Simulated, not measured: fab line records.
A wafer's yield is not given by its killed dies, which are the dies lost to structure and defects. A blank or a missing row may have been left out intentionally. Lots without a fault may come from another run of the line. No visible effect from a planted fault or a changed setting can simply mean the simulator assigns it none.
What tool caused it? / flow sky130 / 14 lots (42 wafers sampled), 1 step of a 708-step route

WHAT THE GAUGES READ, wafer by wafer
SKY_VIA2_CD_MEAS_12: target cd 200 nm.
lot=L669; measured=day 35 14:32; on=cdSem-01; cdNm (nm)=197.6 197.0 195.8
lot=L671; measured=day 36 14:48; on=cdSem-02; cdNm (nm)=200.9 201.1 199.6
lot=L673; measured=day 37 13:44; on=cdSem-02; cdNm (nm)=196.9 198.0 198.8
lot=L674; measured=day 37 13:59; on=cdSem-02; cdNm (nm)=199.4 199.9 199.9
lot=L676; measured=day 38 11:44; on=cdSem-02; cdNm (nm)=200.5 199.8 198.7
lot=L677; measured=day 38 16:30; on=cdSem-01; cdNm (nm)=195.8 196.6 200.0
lot=L678; measured=day 38 22:26; on=cdSem-02; cdNm (nm)=200.7 200.6 200.9
lot=L680; measured=day 39 14:46; on=cdSem-01; cdNm (nm)=199.3 197.7 198.4
lot=L682; measured=day 40 03:29; on=cdSem-02; cdNm (nm)=199.6 200.0 201.7
lot=L686; measured=day 41 03:53; on=cdSem-01; cdNm (nm)=200.9 199.5 200.4
lot=L688; measured=day 43 01:09; on=cdSem-02; cdNm (nm)=199.2 200.3 201.1
lot=L689; measured=day 43 01:41; on=cdSem-02; cdNm (nm)=200.0 200.6 200.7
lot=L690; measured=day 43 03:09; on=cdSem-02; cdNm (nm)=202.5 203.1 203.6
lot=L692; measured=day 43 09:04; on=cdSem-01; cdNm (nm)=197.9 198.2 199.6

EACH LOT AND THE TOOL THAT RAN IT (in order: tool; ch and the chambers of the sampled wafers; start)
Record: no process step prior to these readings.

WHAT THE TOOLS THEMSELVES READ (means of the sampled wafers that have a number; where no wafer has one, the mark that the record gives instead)
The record holds no such reading with a usual standard deviation.

THE ANSWER, worked out from the rows above alone
Rule: the usual values come from the lots themselves. The widest of any qualifying gaps counts: lots, ordered by their means at a reading, are off when they make up no more than a third of the lots, leave a main group of 4 or more, and stand apart from it by 3 or more times the standard deviation of that group's means. The tables above print the reading to a certain number of digits; a main group whose means all agree to those digits is not used. Also off: a lot with no number at a reading for which 4 or more lots have one. Any other lot the step has rows for is counted as sound. Order of review: gauges by route order, followed by the tools' own readings, for which a lot's mean as printed above is used. The first step at which some lot is off is used, and at that step the reading that is off furthest; a lot without a number counts as furthest.
None of the lots is off at any reading shown; this tells nothing.

WHAT THE SIMULATOR PUT IN
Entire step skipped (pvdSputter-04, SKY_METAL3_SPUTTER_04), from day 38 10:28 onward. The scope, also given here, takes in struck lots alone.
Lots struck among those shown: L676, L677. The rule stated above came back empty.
